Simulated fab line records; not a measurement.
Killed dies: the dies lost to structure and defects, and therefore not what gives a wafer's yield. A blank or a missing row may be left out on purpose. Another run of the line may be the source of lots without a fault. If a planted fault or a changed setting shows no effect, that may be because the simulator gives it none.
fab line records    flow sfqLine
record lots=14  wafers=41  lastDay=92
route steps=325 shown I6@267
lots with no fault: from the same line, run without faults
startH: hours from the record's opening day to when the first of the lot's shown wafers began    waitH: how many hours have passed since the lot's step before this one    " repeats the value in the row above    L1.1+2: a row that stands for several wafers    - no value present, or no start provided    * or withheld: withheld    < > ~ a bound
route shown NAME@n: a module of which the file shows steps, and the number in the route of the first    usual: the fault-free wafers' mean and standard deviation    same: alike in all rows    chamber/n: place in a boat    sites: each site's reading    _std_site: standard deviation of those values    _edge_site: mean of outer sites minus mean of inner sites    radiusMm: for every site, how far away it sits from the centre of the wafer    mask NAME#n: copy n    behind: the tool/chamber that last shaped the wafer    hold: why the lot went on hold/how many hours it stayed there/how the hold came to an end    device: transistor that didn't switch, given as n, p or np    end of line: tests run on the same wafers once the route is complete    a step with no rows: only its recipe    killed: the dies lost at the first sort to structure and to defects; this is not the yield of the wafer    map: shows each die of a wafer: x if killed, . if not, _ if none is there
set.NAME: the setting that was run; set.NAME@STEP: the one run at that earlier step    model.NAME: the simulator's own value behind a step, which no gauge read
one table for each step of the route and one row for each wafer, over a sample of lots
services: when a tool's chamber went out of use (startH, in hours from the record's first day, below 0 if earlier), for how many hours, and the reason
## steps
# step SFQ_TRILAYER_I6_CMP_CMP_166
# recipe material=SiO2  downForcePsi=3  platenRpm=60  padVelocityMS=0.94248
# usual motorCurrentA=10.3/0.72  slurryFilterDpKPa=13.51/0.13  timeToEndpointS=209/8.5
lot.wafer  tool    chamber  startH   waitH  motorCurrentA  slurryFilterDpKPa  timeToEndpointS
L695.4     cmp-01  0        1731.20  1.0    10.0           13.55              205
L695.6     "       2        1732.20  2.0    11.7           13.60              220
L695.5     "       3        "        "      9.8            13.50              202
L696.2     cmp-01  3        1733.70  2.4    9.7            13.43              209
L696.1     "       0        "        "      10.1           13.26              214
L696.5     "       3        1735.70  4.3    9.6            13.56              217
L697.1     cmp-02  3        1736.66  1.3    10.9           13.90              192
L697.4     "       1        1737.66  2.2    9.2            13.34              204
L697.3     "       2        "        "      9.6            13.25              205
L698.2     cmp-01  3        1740.66  2.9    9.8            13.65              197
L698.1     "       0        "        "      9.9            13.64              204
L698.5     "       1        "        "      10.0           13.75              205
L699.4     cmp-01  2        1743.16  0.5    11.3           13.74              226
L699.1     "       0        1744.16  1.5    10.4           13.42              197
L699.5     "       1        "        "      9.8            13.55              195
L700.2     cmp-01  1        1832.73  1.0    10.0           13.54              203
L700.4     "       2        "        "      11.5           13.55              218
L700.5     "       3        "        "      9.7            13.85              213
L703.4     cmp-01  3        1849.70  0.0    9.2            13.74              212
L703.5     "       3        1851.70  2.0    10.1           13.49              190
L704.4     cmp-01  2        1853.70  1.6    11.9           13.53              217
L704.5     "       0        1854.70  2.6    10.5           13.52              203
L704.6     "       1        "        "      10.1           13.40              205
L710.1     cmp-02  1        1922.81  1.0    9.8            13.59              206
L710.3     "       2        "        "      9.9            13.61              201
L710.5     "       0        1924.31  2.5    10.0           13.63              212
L712.2     cmp-02  2        1925.31  1.0    9.5            13.46              199
L712.1     "       0        1926.31  2.0    10.5           13.69              211
L712.5     "       1        "        "      10.1           13.43              197
L713.3     cmp-02  3        1927.81  2.4    11.0           13.36              211
L713.4     "       2        1929.31  3.9    9.9            13.36              207
L713.5     "       0        1930.31  4.9    10.4           13.61              207
L714.1     cmp-02  0        1931.81  5.0    10.1           13.57              193
L714.2     "       1        "        "      9.0            13.50              193
L714.6     "       3        1933.31  6.5    11.2           13.54              209
L715.4     cmp-02  2        1933.81  6.0    9.5            13.58              215
L715.3     "       3        "        "      10.9           13.49              210
L715.6     "       3        1936.31  8.4    10.1           13.45              218
L718.2     cmp-02  3        1939.81  8.0    11.4           13.29              207
L718.1     "       2        1941.31  9.5    10.1           13.59              212
L718.6     "       3        "        "      11.2           13.67              212
# step SFQ_TRILAYER_I6_METRO_MEASURE_167
# usual thkNm=199.3/0.91
lot.wafer  tool          chamber  startH   waitH  thkNm
L695.4     filmMetro-03  -        1733.92  0.6    200.3
L695.5     "             -        "        "      200.0
L695.6     "             -        "        "      200.6
L696.1     filmMetro-02  -        1736.32  0.1    199.5
L696.2     "             -        "        "      199.9
L696.5     "             -        "        "      199.7
L697.1     filmMetro-01  -        1739.78  0.1    200.5
L697.3     "             -        "        "      199.1
L697.4     "             -        "        "      198.6
L698.1     filmMetro-03  -        1742.78  0.1    199.6
L698.2     "             -        "        "      199.4
L698.5     "             -        "        "      200.4
L699.1     filmMetro-01  -        1745.78  0.1    198.1
L699.4     "             -        "        "      200.0
L699.5     "             -        "        "      199.9
L700.2     filmMetro-03  -        1835.05  0.3    199.2
L700.4     "             -        "        "      201.0
L700.5     "             -        "        "      200.0
L703.4     filmMetro-02  -        1853.42  0.6    198.3
L703.5     "             -        "        "      219.4
L704.4     filmMetro-03  -        1856.42  0.6    200.6
L704.5     "             -        "        "      220.1
L704.6     "             -        "        "      199.7
L710.1     filmMetro-03  -        1924.93  0.1    196.7
L710.3     "             -        "        "      198.5
L710.5     "             -        "        "      198.7
L712.1     filmMetro-02  -        1927.93  0.1    198.4
L712.2     "             -        "        "      198.2
L712.5     "             -        "        "      198.0
L713.3     filmMetro-01  -        1931.33  0.5    199.2
L713.4     "             -        "        "      197.6
L713.5     "             -        "        "      199.5
L714.1     filmMetro-01  -        1933.93  0.1    199.0
L714.2     "             -        "        "      198.2
L714.6     "             -        "        "      199.1
L715.3     filmMetro-02  -        1937.33  0.5    200.6
L715.4     "             -        "        "      200.3
L715.6     "             -        "        "      200.5
L718.1     filmMetro-03  -        1942.93  0.1    198.5
L718.2     "             -        "        "      199.0
L718.6     "             -        "        "      200.0
# step SFQ_TRILAYER_I6_VIA_ETCH_VIA_ETCH_172
# recipe target=SiO2  stopOn=Nb  maskMaterial=PR  taperDeg=20  chemistry=CHF3  targetDepthNm=260  sourceW=500  biasW=80  pressureMtorr=30  timeS=withheld
# usual drypumpMotorCurrentA=5.6/0.46  oesProductAu=0.853/0.005
lot.wafer  tool        chamber  startH   waitH  drypumpMotorCurrentA  oesProductAu
L695.4     rieDiel-03  1        1738.03  0.0    4.8                   0.859
L695.5     "           1        "        "      4.8                   0.854
L695.6     "           0        "        "      5.3                   0.855
L696.1     rieDiel-01  1        1739.85  0.0    6.0                   0.851
L696.2     "           3        "        "      4.9                   0.855
L696.5     "           3        "        "      4.9                   0.858
L697.1     rieDiel-02  1        1744.05  0.0    5.3                   0.855
L697.3     "           3        "        "      6.2                   0.853
L697.4     "           2        "        "      6.0                   0.860
L698.1     rieDiel-02  1        1822.75  0.0    5.3                   0.844
L698.2     "           2        "        "      6.0                   0.856
L698.5     "           2        "        "      6.0                   0.850
L699.1     rieDiel-03  2        1834.75  0.0    5.1                   0.852
L699.4     "           3        "        "      5.5                   0.859
L699.5     "           0        "        "      5.3                   0.855
L700.2     rieDiel-03  2        1844.46  0.0    5.1                   0.848
L700.4     "           0        "        "      5.3                   0.856
L700.5     "           1        "        "      4.8                   0.858
L703.4     rieDiel-03  0        1932.68  0.0    5.3                   0.846
L703.5     "           0        "        "      5.3                   0.901
L704.4     rieDiel-02  2        1936.28  0.0    6.0                   0.853
L704.5     "           2        "        "      6.0                   0.905
L704.6     "           3        "        "      6.2                   0.851
L710.1     rieDiel-03  3        2002.48  0.0    5.5                   0.858
L710.3     "           1        "        "      4.7                   0.851
L710.5     "           2        "        "      5.1                   0.854
L712.1     rieDiel-03  1        2006.20  0.0    4.8                   0.860
L712.2     "           2        "        "      5.1                   0.848
L712.5     "           1        "        "      4.8                   0.850
L713.3     rieDiel-01  0        2009.80  0.0    5.9                   0.850
L713.4     "           3        "        "      4.8                   0.847
L713.5     "           0        "        "      5.9                   0.847
L714.1     rieDiel-02  0        2015.93  0.0    5.9                   0.856
L714.2     "           2        "        "      6.0                   0.844
L714.6     "           0        "        "      5.8                   0.845
L715.3     rieDiel-03  2        2020.73  0.0    5.1                   0.852
L715.4     "           1        "        "      4.8                   0.852
L715.6     "           0        "        "      5.3                   0.854
L718.1     rieDiel-01  1        2025.53  0.0    6.1                   0.852
L718.2     "           0        "        "      5.9                   0.857
L718.6     "           1        "        "      6.0                   0.854
## services
tool        chamber  startH   hours  kind
cmp-01      -        1727.59  1.3    repair
cmp-02      -        1743.67  0.7    repair
rieDiel-03  2        1757.95  15.7   repair
cmp-02      -        1768.02  7.1    pm
cmp-02      -        1775.08  4.0    pm
cmp-02      -        1783.56  9.6    pm
cmp-01      -        1808.61  0.2    repair
rieDiel-03  1        1857.22  4.6    repair
cmp-01      -        1859.26  7.8    pm
cmp-01      -        1876.81  0.7    repair
cmp-01      -        1887.74  0.5    repair
cmp-01      -        1894.73  0.4    repair
rieDiel-03  -        1903.89  1.2    repair
rieDiel-03  1        1903.97  3.8    repair
cmp-01      -        1933.96  4.1    repair
rieDiel-03  3        1934.31  1.9    repair
rieDiel-03  3        1937.54  6.5    repair
rieDiel-03  1        1939.02  3.7    repair
cmp-01      -        1945.24  4.0    pm
rieDiel-03  0        1950.76  3.0    repair
cmp-01      -        1958.24  4.9    pm
cmp-02      -        1973.92  2.4    repair
cmp-02      -        1979.33  7.1    pm
rieDiel-03  0        1986.45  7.3    repair
## key
firstSign step=SFQ_TRILAYER_I6_METRO_MEASURE_167  reading=thkNm  direction=up  sigmas=22  usual=199.3  struck=219.7
effect step=SFQ_TRILAYER_I6_VIA_ETCH_VIA_ETCH_172  reading=oesProductAu  direction=up  sigmas=9.9  usual=0.853  struck=0.903
metAt SFQ_TRILAYER_I6_CMP_CMP_166
struckLots L703,L704
struckWafers L703.5,L704.5
fault kind=processParameterDrift  tool=cmp-01  chamber=-  onsetH=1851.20  steps=SFQ_TRILAYER_I6_CMP_CMP_166  channel=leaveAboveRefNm  offset=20  shape=step  endH=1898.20  scope=struckWafersOnly  actsIn=theseRecipesOnly  stated=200
